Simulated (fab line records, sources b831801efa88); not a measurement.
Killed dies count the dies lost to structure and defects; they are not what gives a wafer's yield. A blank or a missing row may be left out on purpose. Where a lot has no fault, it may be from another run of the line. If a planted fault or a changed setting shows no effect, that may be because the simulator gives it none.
Chamber matching / flow gf180mcu / 4 sister chambers for GF_V2_CMP_04 on cmp-01
The step polishes SiO2. 16 wafers are shown with their chamber, then 8 later ones without.

== WAFERS, EACH WITH ITS CHAMBER ==
wafer=L277.1; chamber=1; motor current A (A)=11.8; head pressure psi (psi)=4.017; time to endpoint s (s)=82
wafer=L277.5; chamber=2; motor current A (A)=11.0; head pressure psi (psi)=3.992; time to endpoint s (s)=86
wafer=L277.6; chamber=3; motor current A (A)=11.7; head pressure psi (psi)=4.004; time to endpoint s (s)=86
wafer=L281.3; chamber=0; motor current A (A)=11.2; head pressure psi (psi)=3.998; time to endpoint s (s)=84
wafer=L281.5; chamber=2; motor current A (A)=10.9; head pressure psi (psi)=4.010; time to endpoint s (s)=82
wafer=L281.6; chamber=3; motor current A (A)=11.3; head pressure psi (psi)=4.008; time to endpoint s (s)=83
wafer=L282.2; chamber=1; motor current A (A)=11.5; head pressure psi (psi)=4.001; time to endpoint s (s)=83
wafer=L282.4; chamber=2; motor current A (A)=11.4; head pressure psi (psi)=4.003; time to endpoint s (s)=88
wafer=L282.6; chamber=3; motor current A (A)=11.3; head pressure psi (psi)=4.007; time to endpoint s (s)=94
wafer=L293.2; chamber=1; motor current A (A)=11.7; head pressure psi (psi)=3.992; time to endpoint s (s)=77
wafer=L293.4; chamber=2; motor current A (A)=11.2; head pressure psi (psi)=3.981; time to endpoint s (s)=79
wafer=L293.5; chamber=2; motor current A (A)=11.8; head pressure psi (psi)=3.989; time to endpoint s (s)=77
wafer=L294.3; chamber=1; motor current A (A)=11.8; head pressure psi (psi)=4.008; time to endpoint s (s)=77
wafer=L294.4; chamber=0; motor current A (A)=10.5; head pressure psi (psi)=3.996; time to endpoint s (s)=89
wafer=L294.6; chamber=3; motor current A (A)=11.5; head pressure psi (psi)=3.997; time to endpoint s (s)=85
wafer=L296.2; chamber=3; motor current A (A)=11.0; head pressure psi (psi)=4.017; time to endpoint s (s)=70

SIGNATURES (means of the wafers above)
reading=motor current A; chamber 0=10.850; chamber 1=11.700; chamber 2=11.260; chamber 3=11.360; scatter within a chamber=0.301
reading=head pressure psi; chamber 0=3.99700; chamber 1=4.00450; chamber 2=3.99500; chamber 3=4.00660; scatter within a chamber=0.00948
reading=time to endpoint s; chamber 0=86.50; chamber 1=79.75; chamber 2=82.40; chamber 3=83.60; scatter within a chamber=5.98
Rule: for a wafer and a chamber, the distance is found by dividing, reading by reading, the gap between the wafer's reading and the chamber's mean by the reading's scatter, squaring, summing and taking the root. The wafer belongs to the nearest chamber; if the next one is less than 2 further off, it can't be placed. The scatter: the root of (the sum of the squares of (reading less its chamber's mean) over the shown wafers, divided by (wafers less chambers)).

== WAFERS WHOSE CHAMBER IS MISSING ==
wafer=L296.4; motor current A (A)=11.3; head pressure psi (psi)=3.986; time to endpoint s (s)=80
wafer=L296.5; motor current A (A)=11.5; head pressure psi (psi)=3.990; time to endpoint s (s)=82
wafer=L297.2; motor current A (A)=11.3; head pressure psi (psi)=3.990; time to endpoint s (s)=76
wafer=L297.5; motor current A (A)=11.5; head pressure psi (psi)=3.998; time to endpoint s (s)=81
wafer=L297.6; motor current A (A)=12.0; head pressure psi (psi)=4.005; time to endpoint s (s)=77
wafer=L298.1; motor current A (A)=11.2; head pressure psi (psi)=3.997; time to endpoint s (s)=75
wafer=L298.3; motor current A (A)=11.6; head pressure psi (psi)=4.004; time to endpoint s (s)=76
wafer=L298.6; motor current A (A)=10.9; head pressure psi (psi)=4.018; time to endpoint s (s)=80

== WHICH CHAMBER EACH ONE RAN IN ==
wafer=L296.4; from the rows above=can't be placed: 2 or 0 or 3 or 1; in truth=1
wafer=L296.5; from the rows above=can't be placed: 2 or 1 or 3 or 0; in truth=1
wafer=L297.2; from the rows above=can't be placed: 2 or 1 or 3 or 0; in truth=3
wafer=L297.5; from the rows above=can't be placed: 2 or 1 or 3 or 0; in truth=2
wafer=L297.6; from the rows above=can't be placed: 1 or 3 or 2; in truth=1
wafer=L298.1; from the rows above=can't be placed: 2 or 3 or 1 or 0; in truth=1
wafer=L298.3; from the rows above=can't be placed: 1 or 3 or 2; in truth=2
wafer=L298.6; from the rows above=can't be placed: 3 or 0 or 2 or 1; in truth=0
Correctly placed: 0 of 8. Not placeable from these rows: 8 (in 8, the candidates include the true chamber). Wrongly placed: 0.
